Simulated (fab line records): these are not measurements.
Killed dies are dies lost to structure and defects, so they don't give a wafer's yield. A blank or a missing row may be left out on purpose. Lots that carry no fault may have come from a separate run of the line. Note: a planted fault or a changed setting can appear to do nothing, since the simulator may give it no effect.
fab line records	flow sfq-line
record lots=6	wafers=18	last-day=87
route steps=325 shown I6@280 M7@281 I7@296 M8@311
lots that met no fault: taken from a fault-free run of the same line
start-h: hours from the record's opening day to when the first of the lot's shown wafers began	wait-h: hours since the lot's step before	" the same as in the row above	L1.1+2: a single row standing in for several wafers	- either no value or no given start	* or withheld: withheld	< > ~ a bound
route shown NAME@n: a module of which the file shows steps, and the number in the route of the first	usual: average and standard deviation across the fault-free wafers	same: alike in all rows	chamber/n: place in a boat	sites: readings site by site	_std_site: standard deviation across them	_edge_site: outer sites' mean less inner sites'	radius-mm: for every site, how far away it sits from the centre of the wafer	mask NAME#n: copy n	behind: the tool/chamber that last shaped the wafer	hold: the reason the lot was held/the length of the hold in hours/how it ended	device: names the non-switching transistor (n, p or np)	end of line: at the end of the route, the tests of the same wafers	a step given without rows: its recipe and nothing more	killed: count of dies lost to structure and defects at first sort (not the wafer's yield)	map: per-die view of a wafer (x killed, . not killed, _ where there is no die)
set.NAME: setting as actually run; set.NAME@STEP: the setting as run at that earlier step	model.NAME: the simulator's own value behind a step, which no gauge read
lots at selected steps of the route; one table per step, one row per wafer
services: the hour from which a tool's chamber was out of use, counted from the record's first day as start-h (under 0 if before that day), plus the number of hours and why
## steps
# step SFQ_TRILAYER_I6_VIA_STRIP_SOLV_CLEAN_174
# recipe chemistry=NMP	temp-c=70	time-s=600
# step SFQ_TRILAYER_M7_DEP_PRE_CLEAN_176
# recipe gas=Ar	time-s=22.5	bias-v=250
# step SFQ_TRILAYER_M7_DEP_SPUTTER_175
# recipe material=Nb	base-pressure-pa=1.33e-06	chamber-pressure-pa=0.1333	substrate-temp-c=20	target-thk-nm=200	power-w=2000	time-s=133.3
# usual throttle-valve-pct=30.2/1.4
lot.wafer	tool	chamber	start-h	wait-h	throttle-valve-pct
L237.2	pvd-sputter-06	-	1673.44	0.0	27.1
L237.3	"	-	"	"	30.1
L237.4	"	-	"	"	30.1
L239.1	pvd-sputter-04	-	1684.21	0.0	31.1
L239.3	"	-	"	"	29.2
L239.5	"	-	"	"	29.0
L249.2	pvd-sputter-05	-	1927.29	0.0	31.3
L249.3	"	-	"	"	30.5
L249.5	"	-	"	"	30.9
L250.1	pvd-sputter-05	-	1934.04	0.0	31.7
L250.2	"	-	"	"	30.7
L250.5	"	-	"	"	30.6
L253.2	pvd-sputter-05	-	1948.10	0.0	30.5
L253.5	"	-	"	"	29.5
L253.6	"	-	"	"	31.7
L260.1	pvd-sputter-06	-	1983.84	0.0	30.1
L260.3	"	-	"	"	29.5
L260.4	"	-	"	"	27.2
# step SFQ_M7_RS_MEAS_943
# recipe thk-meas-gauge=four-point-probe	reads=Nb_of_TRILAYER_M7_DEP_SPUTTER_175
# usual M7_NB_RS=0.888/0.012
lot.wafer	tool	chamber	start-h	wait-h	M7_NB_RS[ohm/sq]
L237.2	film-metro-02	-	1673.64	0.1	0.894
L237.3	"	-	"	"	0.879
L237.4	"	-	"	"	0.885
L239.1	film-metro-01	-	1684.30	0.0	0.884
L239.3	"	-	"	"	0.871
L239.5	"	-	"	"	0.880
L249.2	film-metro-02	-	1927.40	0.1	0.889
L249.3	"	-	"	"	0.875
L249.5	"	-	"	"	0.873
L250.1	film-metro-03	-	1934.13	0.0	0.884
L250.2	"	-	"	"	0.886
L250.5	"	-	"	"	0.881
L253.2	film-metro-01	-	1948.21	0.1	0.873
L253.5	"	-	"	"	0.875
L253.6	"	-	"	"	0.875
L260.1	film-metro-03	-	1983.93	0.0	0.911
L260.3	"	-	"	"	0.909
L260.4	"	-	"	"	0.905
# step SFQ_TRILAYER_M7_LITHO_COAT_182
# recipe resist=BARC	spin-rpm=3000	resist-thk-nm=62
# step SFQ_TRILAYER_M7_LITHO_COAT_177
# recipe resist=KrF	spin-rpm=3000	resist-thk-nm=600
# step SFQ_TRILAYER_M7_LITHO_SOFTBAKE_181
# recipe temp-c=withheld	time-s=withheld	resist=KrF
# step SFQ_TRILAYER_M7_LITHO_EXPOSE_178
# recipe mask-id=M7	na=0.6	source-shape=conventional	sigma-outer=0.65	target-cd-nm=500	dose-mj=14.4
# step SFQ_TRILAYER_M7_LITHO_PEB_180
# recipe peb-temp-c=115	peb-time-s=60	resist=KrF
# step SFQ_TRILAYER_M7_LITHO_DEVELOP_179
# recipe time-s=60	resist=KrF
# step SFQ_M7_OVL_MEAS_945
# usual M7_OVL=1/6.4
lot.wafer	tool	chamber	start-h	wait-h	M7_OVL[nm]
L237.2	overlay-02	-	1679.46	0.1	-3
L237.3	"	-	"	"	-3
L237.4	"	-	"	"	-3
L239.1	overlay-01	-	1686.73	0.1	5
L239.3	"	-	"	"	9
L239.5	"	-	"	"	6
L249.2	overlay-02	-	1930.65	0.1	3
L249.3	"	-	"	"	12
L249.5	"	-	"	"	12
L250.1	overlay-02	-	1937.85	0.1	11
L250.2	"	-	"	"	0
L250.5	"	-	"	"	6
L253.2	overlay-01	-	1950.75	0.1	2
L253.5	"	-	"	"	0
L253.6	"	-	"	"	6
L260.1	overlay-01	-	1989.45	0.1	2
L260.3	"	-	"	"	0
L260.4	"	-	"	"	1
# step SFQ_TRILAYER_M7_BARC_OPEN_METAL_ETCH_229
# recipe mask-material=PR	chemistry=O2	target-depth-nm=125	target=BARC	icp-w=600	bias-w=80	pressure-mtorr=10	time-s=41.7
# usual bias-w=80.01/0.25	chamber-pressure-mTorr=10.001/0.0086	drypump-motor-current-A=5.8/0.37	he-backside-leak-sccm=3.39/0.29	oes-product-au=0.684/0.0046
lot.wafer	tool	chamber	start-h	wait-h	bias-w	chamber-pressure-mTorr	drypump-motor-current-A	he-backside-leak-sccm	oes-product-au	rf-hours-counter-h	model.KrF_of_TRILAYER_M7_LITHO_COAT_177.thk-nm
L237.2	rie-metal-02	1	1679.51	0.0	80.12	9.980	5.7	3.67	0.688	-	525.2
L237.3	"	1	"	"	80.42	10.013	5.8	3.62	0.682	-	524
L237.4	"	1	"	"	80.22	10.002	5.8	3.68	0.677	-	525.2
L239.1	rie-metal-01	1	1686.77	0.0	80.10	9.994	6.3	5.72	0.681	84	524.1
L239.3	"	1	"	"	79.77	10.015	6.3	3.37	0.693	-	523.6
L239.5	"	0	"	"	80.17	10.011	6.1	3.31	0.682	-	523.4
L249.2	rie-metal-02	0	1930.68	0.0	-	-	-	-	-	-	576.9
L249.3	"	1	"	"	-	-	-	-	-	-	576.4
L249.5	"	0	"	"	-	-	-	-	-	-	577.3
L250.1	rie-metal-01	0	1937.88	0.0	-	-	-	-	-	-	573.4
L250.2	"	1	"	"	-	-	-	-	-	-	573.4
L250.5	"	1	"	"	-	-	-	-	-	-	575.5
L253.2	rie-metal-02	0	1950.78	0.0	79.84	9.979	5.6	2.79	0.692	4	523.3
L253.5	"	1	"	"	80.21	10.009	5.7	3.69	0.689	-	525.2
L253.6	"	0	"	"	80.33	10.015	5.7	2.96	0.681	-	524
L260.1	rie-metal-02	0	1989.49	0.0	80.15	9.999	5.6	3.33	0.685	11	523.1
L260.3	"	1	"	"	79.93	9.996	5.8	3.74	0.687	-	522.8
L260.4	"	0	"	"	79.89	10.018	5.6	3.07	0.684	-	521
# step SFQ_TRILAYER_M7_ETCH_METAL_ETCH_180
# recipe target=Nb	stop-on=SiO2	mask-material=PR	chemistry=Cl2/Ar	target-depth-nm=240	icp-w=600	bias-w=80	pressure-mtorr=10	time-s=120
# usual bias-w=80.08/0.21	chamber-pressure-mTorr=10.000/0.0099	drypump-motor-current-A=5.8/0.37	he-backside-leak-sccm=3.42/0.28	oes-product-au=0.895/0.0081
lot.wafer	tool	chamber	start-h	wait-h	bias-w	chamber-pressure-mTorr	drypump-motor-current-A	he-backside-leak-sccm	oes-product-au	rf-hours-counter-h	model.KrF_of_TRILAYER_M7_LITHO_COAT_177.thk-nm
L237.2	rie-metal-02	1	1679.66	0.1	79.97	9.987	5.7	3.64	0.889	-	385.8
L237.3	"	1	"	"	80.17	9.981	5.8	3.52	0.898	-	385.4
L237.4	"	1	"	"	80.03	10.010	5.7	3.60	0.901	-	386.6
L239.1	rie-metal-01	1	1686.83	0.0	80.27	9.998	6.3	3.26	0.897	84	383.4
L239.3	"	1	"	"	79.67	10.018	6.3	3.19	0.907	-	383.4
L239.5	"	0	"	"	80.10	9.996	6.2	3.33	0.903	-	376.8
L249.2	rie-metal-02	0	1930.74	0.0	79.90	9.992	5.6	3.23	0.376	1	435
L249.3	"	1	"	"	79.94	10.001	5.7	3.82	0.367	-	438
L249.5	"	0	"	"	79.71	10.002	5.6	3.23	0.376	-	435.6
L250.1	rie-metal-01	0	1937.94	0.0	80.16	10.002	6.1	3.44	0.369	81	425.7
L250.2	"	1	"	"	80.00	9.991	6.3	3.38	0.379	122	430.7
L250.5	"	1	"	"	80.10	10.007	6.3	3.32	0.383	-	434
L253.2	rie-metal-02	0	1950.84	0.0	80.17	9.998	5.6	3.44	0.905	4	380.5
L253.5	"	1	"	"	79.31	10.002	5.7	3.67	0.899	-	387.2
L253.6	"	0	"	"	80.28	10.018	5.7	3.12	0.901	-	381.8
L260.1	rie-metal-02	0	1989.54	0.0	80.49	9.997	5.6	2.98	0.879	11	380.1
L260.3	"	1	"	"	80.44	9.988	5.7	3.67	0.879	-	385.1
L260.4	"	0	"	"	80.20	10.003	5.7	3.17	0.882	-	379.4
# step SFQ_TRILAYER_M7_STRIP_STRIP_181
# recipe gas=O2	power-w=200	platen-temp-c=40	overash-fraction=0.65	chemistry=O2	pressure-mtorr=50
# usual drypump-motor-current-A=5.8/0.37	he-backside-leak-sccm=3.41/0.3	oes-product-au=1.002/0.016
lot.wafer	tool	chamber	start-h	wait-h	drypump-motor-current-A	he-backside-leak-sccm	oes-product-au	rf-hours-counter-h
L237.2	rie-metal-02	1	1680.06	0.4	5.8	3.62	0.994	-
L237.3	"	1	"	"	5.8	3.67	0.985	-
L237.4	"	1	"	"	5.8	3.65	0.985	-
L239.1	rie-metal-01	1	1686.95	0.1	6.3	3.30	1.007	84
L239.3	"	1	"	"	6.3	3.25	1.001	-
L239.5	"	0	"	"	6.1	3.38	1.025	-
L249.2	rie-metal-02	0	1930.87	0.1	5.7	3.43	0.987	1
L249.3	"	1	"	"	5.8	3.67	0.980	-
L249.5	"	0	"	"	5.6	3.12	1.006	-
L250.1	rie-metal-01	0	1938.07	0.1	6.1	3.30	1.031	81
L250.2	"	1	"	"	6.3	3.09	1.003	122
L250.5	"	1	"	"	6.3	3.24	1.017	-
L253.2	rie-metal-02	0	1950.97	0.1	5.6	3.05	1.010	4
L253.5	"	1	"	"	5.7	3.73	0.982	-
L253.6	"	0	"	"	5.6	3.16	1.012	-
L260.1	rie-metal-02	0	1989.67	0.1	5.6	3.13	1.000	12
L260.3	"	1	"	"	5.7	3.73	0.982	-
L260.4	"	0	"	"	5.6	3.17	0.995	-
# step SFQ_TRILAYER_M7_STRIP_SOLV_CLEAN_182
# recipe chemistry=NMP	temp-c=70	time-s=600
# step SFQ_TRILAYER_I7_DEP_PECVD_183
# recipe material=SiO2	temp-c=150	time-s=111.11	pressure-torr=2.4	rf-w=183.3	precursor=SiH4/N2O	target-thk-nm=500
# usual heater-power-w=97/17	throttle-valve-pct=25.5/1.1
lot.wafer	tool	chamber	start-h	wait-h	heater-power-w	throttle-valve-pct
L237.2	pecvd-02	2	1681.24	0.0	80	25.3
L237.3	"	0	"	"	86	26.7
L237.4	"	0	"	"	87	26.8
L239.1	pecvd-03	1	1687.73	0.0	122	26.1
L239.3	"	0	"	"	93	24.7
L239.5	"	2	"	"	109	25.8
L249.2	pecvd-04	2	1931.64	0.0	66	24.1
L249.3	"	1	"	"	88	24.4
L249.5	"	0	"	"	83	23.0
L250.1	pecvd-02	1	1938.84	0.0	96	25.1
L250.2	"	0	"	"	85	27.7
L250.5	"	0	"	"	90	27.5
L253.2	pecvd-02	2	1951.74	0.0	94	26.7
L253.5	"	2	"	"	76	26.6
L253.6	"	0	"	"	77	27.6
L260.1	pecvd-03	2	1990.44	0.0	112	25.5
L260.3	"	1	"	"	126	26.3
L260.4	"	1	"	"	126	26.1
# step SFQ_TRILAYER_I7_CMP_CMP_184
# recipe material=SiO2	down-force-psi=3	platen-rpm=60	pad-velocity-m-s=0.94248
# step SFQ_I7_BOW_MEAS_946
# recipe mode=bow
# usual I7_BOW=3/12
lot.wafer	tool	chamber	start-h	wait-h	I7_BOW[um]
L237.2	film-metro-02	-	1684.34	1.5	-11
L237.3	"	-	"	"	0
L237.4	"	-	"	"	-16
L239.1	film-metro-02	-	1690.81	1.5	11
L239.3	"	-	"	"	-7
L239.5	"	-	"	"	24
L249.2	film-metro-02	-	1936.54	2.5	4
L249.3	"	-	"	"	-1
L249.5	"	-	"	"	3
L250.1	film-metro-04	-	1941.92	1.0	0
L250.2	"	-	"	"	-23
L250.5	"	-	"	"	-4
L253.2	film-metro-02	-	1956.94	1.5	-1
L253.5	"	-	"	"	10
L253.6	"	-	"	"	11
L260.1	film-metro-02	-	2004.11	1.5	-6
L260.3	"	-	"	"	1
L260.4	"	-	"	"	3
# step SFQ_TRILAYER_I7_METRO_MEASURE_185
# usual thk-nm=200.8/1
lot.wafer	tool	chamber	start-h	wait-h	thk-nm
L237.2	film-metro-02	-	1684.64	0.3	202.4
L237.3	"	-	"	"	200.8
L237.4	"	-	"	"	200.4
L239.1	film-metro-02	-	1690.93	0.1	200.8
L239.3	"	-	"	"	201.1
L239.5	"	-	"	"	201.2
L249.2	film-metro-02	-	1936.84	0.3	201.2
L249.3	"	-	"	"	201.3
L249.5	"	-	"	"	200.5
L250.1	film-metro-04	-	1942.04	0.1	200.5
L250.2	"	-	"	"	201.0
L250.5	"	-	"	"	201.4
L253.2	film-metro-02	-	1957.24	0.3	201.3
L253.5	"	-	"	"	201.0
L253.6	"	-	"	"	199.8
L260.1	film-metro-02	-	2004.23	0.1	201.6
L260.3	"	-	"	"	201.4
L260.4	"	-	"	"	200.3
# step SFQ_TRILAYER_I7_VIA_LITHO_COAT_192
# recipe resist=BARC	spin-rpm=3000	resist-thk-nm=62
# step SFQ_TRILAYER_I7_VIA_LITHO_COAT_187
# recipe resist=KrF	spin-rpm=3000	resist-thk-nm=650
# step SFQ_TRILAYER_I7_VIA_LITHO_SOFTBAKE_191
# recipe temp-c=withheld	time-s=withheld	resist=KrF
# step SFQ_TRILAYER_I7_VIA_LITHO_EXPOSE_188
# recipe mask-id=I7	na=0.6	source-shape=conventional	sigma-outer=0.65	target-cd-nm=1000	dose-mj=21.3
# usual exposure-dose-mJ-cm2=21.301/0.019	focus-offset-nm=-0.1/0.42	reticle-temp-C=23.01/0.11
lot.wafer	tool	chamber	start-h	wait-h	mask	exposure-dose-mJ-cm2	focus-offset-nm	reticle-temp-C
L237.2	krf-scanner-02	0	1779.02	-	I7#0	21.286	0.1	23.02
L237.3	"	0	"	"	I7#0	21.306	0.1	22.87
L237.4	"	0	"	"	I7#0	21.291	-0.1	22.95
L239.1	krf-scanner-01	0	1781.38	-	I7#0	21.309	0.3	22.85
L239.3	"	0	"	"	I7#0	21.342	0.2	23.08
L239.5	"	0	"	"	I7#0	21.324	0.3	23.07
L249.2	krf-scanner-01	-	2019.45	-	I7#0	-	-	-
L249.3	"	-	"	"	I7#0	-	-	-
L249.5	"	-	"	"	I7#0	-	-	-
L250.1	krf-scanner-01	-	2022.85	-	I7#0	-	-	-
L250.2	"	-	"	"	I7#0	-	-	-
L250.5	"	-	"	"	I7#0	-	-	-
L253.2	krf-scanner-01	0	2032.65	-	I7#0	21.317	-0.9	22.88
L253.5	"	0	"	"	I7#0	21.333	-0.2	22.85
L253.6	"	0	"	"	I7#0	21.332	-0.4	22.98
L260.1	krf-scanner-01	0	2079.22	-	I7#0	21.309	-0.3	22.94
L260.3	"	0	"	"	I7#0	21.298	0.5	22.86
L260.4	"	0	"	"	I7#0	21.323	-0.1	22.92
# step SFQ_TRILAYER_I7_VIA_LITHO_PEB_190
# recipe peb-temp-c=115	peb-time-s=60	resist=KrF
# step SFQ_TRILAYER_I7_VIA_LITHO_DEVELOP_189
# recipe time-s=60	resist=KrF
# step SFQ_I7_OVL_MEAS_947
# usual I7_OVL=1/6.5
lot.wafer	tool	chamber	start-h	wait-h	I7_OVL[nm]
L237.2	overlay-02	-	1780.33	0.1	3
L237.3	"	-	"	"	0
L237.4	"	-	"	"	9
L239.1	overlay-01	-	1782.88	0.1	-1
L239.3	"	-	"	"	-4
L239.5	"	-	"	"	-5
L249.2	overlay-01	-	2020.76	0.1	-
L249.3	"	-	"	"	-
L249.5	"	-	"	"	-
L250.1	overlay-01	-	2024.35	0.1	-
L250.2	"	-	"	"	-
L250.5	"	-	"	"	-
L253.2	overlay-02	-	2033.96	0.1	-7
L253.5	"	-	"	"	-5
L253.6	"	-	"	"	-10
L260.1	overlay-02	-	2080.72	0.1	-12
L260.3	"	-	"	"	-10
L260.4	"	-	"	"	-3
# step SFQ_TRILAYER_I7_VIA_BARC_OPEN_VIA_ETCH_260
# recipe mask-material=PR	chemistry=O2	target-depth-nm=125	target=BARC	source-w=500	bias-w=80	pressure-mtorr=30	time-s=41.7
# step SFQ_TRILAYER_I7_VIA_ETCH_VIA_ETCH_190
# recipe target=SiO2	stop-on=Nb	mask-material=PR	taper-deg=20	chemistry=CHF3	target-depth-nm=260	source-w=500	bias-w=80	pressure-mtorr=30	time-s=withheld
# usual bias-w=80.01/0.24	chamber-pressure-mTorr=30.000/0.028	drypump-motor-current-A=5.6/0.3	oes-product-au=0.856/0.0052
lot.wafer	tool	chamber	start-h	wait-h	bias-w	chamber-pressure-mTorr	drypump-motor-current-A	oes-product-au
L237.2	rie-diel-04	0	1780.40	0.0	79.89	30.052	5.3	0.857
L237.3	"	2	"	"	79.74	30.009	5.6	0.851
L237.4	"	2	"	"	79.79	30.041	5.6	0.852
L239.1	rie-diel-04	0	1782.96	0.0	80.00	30.028	5.3	0.849
L239.3	"	1	"	"	79.67	29.999	6.0	0.856
L239.5	"	2	"	"	80.10	30.000	5.6	0.857
L249.2	rie-diel-02	2	2020.82	0.0	79.93	29.960	6.0	0.375
L249.3	"	0	"	"	79.90	29.973	5.6	0.371
L249.5	"	1	"	"	79.70	30.026	5.0	0.381
L250.1	rie-diel-01	1	2024.42	0.0	79.93	29.998	5.9	0.365
L250.2	"	0	"	"	79.95	29.971	5.8	0.375
L250.5	"	3	"	"	80.20	30.052	5.2	0.374
L253.2	rie-diel-04	0	2034.02	0.0	80.15	30.004	5.4	0.864
L253.5	"	3	"	"	79.92	30.008	5.4	0.855
L253.6	"	0	"	"	80.37	30.016	5.3	0.854
L260.1	rie-diel-01	1	2080.80	0.0	79.90	30.014	5.8	0.856
L260.3	"	2	"	"	79.65	30.008	6.1	0.857
L260.4	"	3	"	"	80.53	30.001	5.2	0.851
# step SFQ_TRILAYER_I7_VIA_STRIP_STRIP_191
# recipe gas=O2	power-w=200	platen-temp-c=40	overash-fraction=0.65	chemistry=O2	pressure-mtorr=50
# usual drypump-motor-current-A=5.68/0.27	he-backside-leak-sccm=3.5/0.42	oes-product-au=0.993/0.012
lot.wafer	tool	chamber	start-h	wait-h	drypump-motor-current-A	he-backside-leak-sccm	oes-product-au	rf-hours-counter-h
L237.2	rie-metal-04	0	1780.51	-	5.04	3.3	0.985	36
L237.3	"	0	"	"	5.05	3.2	0.994	-
L237.4	"	1	"	"	5.83	3.3	1.002	-
L239.1	rie-metal-04	0	1783.07	-	5.00	3.1	0.995	36
L239.3	"	0	"	"	5.02	2.8	0.995	-
L239.5	"	1	"	"	5.79	3.4	1.013	-
L249.2	rie-metal-03	1	2020.94	-	5.98	3.1	0.998	7
L249.3	"	1	"	"	5.97	3.0	0.992	-
L249.5	"	0	"	"	5.94	3.6	0.985	-
L250.1	rie-metal-02	1	2024.54	-	5.75	3.9	0.981	79
L250.2	"	0	"	"	5.62	3.2	1.005	16
L250.5	"	0	"	"	5.62	3.3	0.989	-
L253.2	rie-metal-02	1	2034.14	-	5.73	3.7	0.989	80
L253.5	"	1	"	"	5.76	3.7	0.982	-
L253.6	"	0	"	"	5.61	3.0	1.003	-
L260.1	rie-metal-02	0	2080.91	-	5.66	3.3	1.005	20
L260.3	"	0	"	"	5.68	3.6	1.010	-
L260.4	"	1	"	"	5.74	3.7	0.987	-
# step SFQ_TRILAYER_I7_VIA_STRIP_SOLV_CLEAN_192
# recipe chemistry=NMP	temp-c=70	time-s=600
# step SFQ_TRILAYER_M8_LITHO_LOR_COAT_197
# recipe resist=lift-off	spin-rpm=3000
# step SFQ_TRILAYER_M8_LITHO_LOR_BAKE_198
# recipe resist=lift-off	temp-c=withheld	time-s=withheld
# step SFQ_TRILAYER_M8_LITHO_COAT_193
# recipe resist=KrF	spin-rpm=3000	resist-thk-nm=600
# step SFQ_TRILAYER_M8_LITHO_SOFTBAKE_199
# recipe temp-c=withheld	time-s=withheld	resist=KrF
# step SFQ_TRILAYER_M8_LITHO_PEB_196
# recipe peb-temp-c=115	peb-time-s=60	resist=KrF
# step SFQ_TRILAYER_M8_LITHO_DEVELOP_195
# recipe img-clear-s=15	time-s=55	resist=KrF
# step SFQ_M8_OVL_MEAS_948
# usual M8_OVL=1/5.2
lot.wafer	tool	chamber	start-h	wait-h	M8_OVL[nm]
L237.2	overlay-01	-	1788.88	0.1	1
L237.3	"	-	"	"	-3
L237.4	"	-	"	"	1
L239.1	overlay-01	-	1791.27	0.1	-2
L239.3	"	-	"	"	-4
L239.5	"	-	"	"	5
L249.2	overlay-02	-	2024.72	0.1	-
L249.3	"	-	"	"	-
L249.5	"	-	"	"	-
L250.1	overlay-02	-	2028.28	0.1	-
L250.2	"	-	"	"	-
L250.5	"	-	"	"	-
L253.2	overlay-01	-	2037.89	0.1	2
L253.5	"	-	"	"	1
L253.6	"	-	"	"	11
L260.1	overlay-01	-	2084.48	0.1	6
L260.3	"	-	"	"	9
L260.4	"	-	"	"	6
# step SFQ_TRILAYER_M8_DEP_EVAP_197
# recipe material=Ti	angular-spread-deg=1	target-thk-nm=20	time-s=100	power-w=2000
# step SFQ_TRILAYER_M8_DEP_EVAP_198
# recipe material=Pt	angular-spread-deg=1	target-thk-nm=50	time-s=250	power-w=2000
# step SFQ_TRILAYER_M8_DEP_EVAP_196
# recipe material=Au	angular-spread-deg=1	target-thk-nm=180	time-s=900	power-w=2000
# step SFQ_M8_BOW_MEAS_951
# recipe mode=bow
# usual M8_BOW=4/13
lot.wafer	tool	chamber	start-h	wait-h	M8_BOW[um]	model.etest.m8.ohm-sq	model.etest.i7.link-ohm	model.etest.m7.comb-log10-ohm
L237.2	film-metro-01	-	1790.03	0.0	-12	0.1562	1.057	12
L237.3	"	-	"	"	0	0.1564	1.044	12
L237.4	"	-	"	"	-16	0.1565	1.049	12
L239.1	film-metro-01	-	1792.59	0.0	11	0.1556	1.046	12
L239.3	"	-	"	"	-6	0.1535	1.03	12
L239.5	"	-	"	"	25	0.1566	1.043	12
L249.2	film-metro-04	-	2025.87	0.0	5	1e+06	1e+06	0
L249.3	"	-	"	"	0	1e+06	1e+06	0
L249.5	"	-	"	"	4	1e+06	1e+06	0
L250.1	film-metro-04	-	2029.41	0.0	0	1e+06	1e+06	0
L250.2	"	-	"	"	-24	1e+06	1e+06	0
L250.5	"	-	"	"	-4	1e+06	1e+06	0
L253.2	film-metro-04	-	2039.03	0.0	1	0.1538	1.034	12
L253.5	"	-	"	"	11	0.1531	1.034	12
L253.6	"	-	"	"	13	0.1575	1.04	12
L260.1	film-metro-04	-	2085.61	0.0	-7	0.1579	1.076	12
L260.3	"	-	"	"	-1	0.1562	1.074	12
L260.4	"	-	"	"	3	0.1592	1.071	12
## services
tool	chamber	start-h	hours	kind
krf-scanner-01	-	1650.58	1.3	pm
rie-metal-02	0	1671.76	24.8	repair
rie-metal-01	-	1689.12	0.3	repair
film-metro-02	-	1696.87	0.4	pm
krf-scanner-01	-	1708.12	7.2	pm
krf-scanner-01	-	1716.64	1.0	pm
krf-scanner-01	-	1719.71	0.9	repair
krf-scanner-01	-	1733.64	0.3	repair
krf-scanner-01	-	1745.14	2.1	repair
krf-scanner-01	-	1778.06	0.8	pm
rie-metal-01	-	1795.53	2.8	pm
film-metro-02	-	1819.08	0.7	pm
krf-scanner-01	-	1826.98	1.3	pm
film-metro-02	-	1839.69	1.7	pm
krf-scanner-01	-	1847.48	3.6	pm
krf-scanner-01	-	1885.31	1.0	pm
rie-metal-02	-	1900.98	2.8	pm
krf-scanner-01	-	1901.21	1.2	repair
film-metro-02	-	1941.87	0.8	pm
krf-scanner-01	-	1946.37	0.8	pm
rie-metal-01	1	1949.78	1.0	repair
rie-metal-01	0	1971.81	4.8	repair
krf-scanner-01	-	2002.35	1.3	pm
krf-scanner-01	-	2038.25	2.2	repair
## key
first-sign step=SFQ_TRILAYER_M7_BARC_OPEN_METAL_ETCH_229	reading=tool-record	direction=missing
effect step=SFQ_TRILAYER_M7_ETCH_METAL_ETCH_180	reading=oes-product-au	direction=down	sigmas=64	usual=0.895	struck=0.375
effect step=SFQ_TRILAYER_I7_VIA_LITHO_EXPOSE_188	reading=tool-record	direction=missing
effect step=SFQ_I7_OVL_MEAS_947	reading=I7_OVL	direction=missing
effect step=SFQ_TRILAYER_I7_VIA_ETCH_VIA_ETCH_190	reading=oes-product-au	direction=down	sigmas=92	usual=0.856	struck=0.374
effect step=SFQ_M8_OVL_MEAS_948	reading=M8_OVL	direction=missing
model-effect step=SFQ_TRILAYER_M7_BARC_OPEN_METAL_ETCH_229	value=KrF_of_TRILAYER_M7_LITHO_COAT_177.thk-nm	without=523.7	struck=575.5
model-effect step=SFQ_TRILAYER_M7_ETCH_METAL_ETCH_180	value=KrF_of_TRILAYER_M7_LITHO_COAT_177.thk-nm	without=381.4	struck=433.2
model-effect step=SFQ_M8_BOW_MEAS_951	value=etest.m8.ohm-sq	without=0.1553	struck=1e+06
met-at SFQ_TRILAYER_M7_BARC_OPEN_METAL_ETCH_229
struck-wafers L249.2,L249.3,L249.5,L250.1,L250.2,L250.5
onset-between 1686.77 1930.68
fault kind=skipped-step-whole	tool=rie-metal-01,rie-metal-02	chamber=-	onset-h=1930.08	steps=SFQ_TRILAYER_M7_BARC_OPEN_METAL_ETCH_229	scope=struck-lots-only
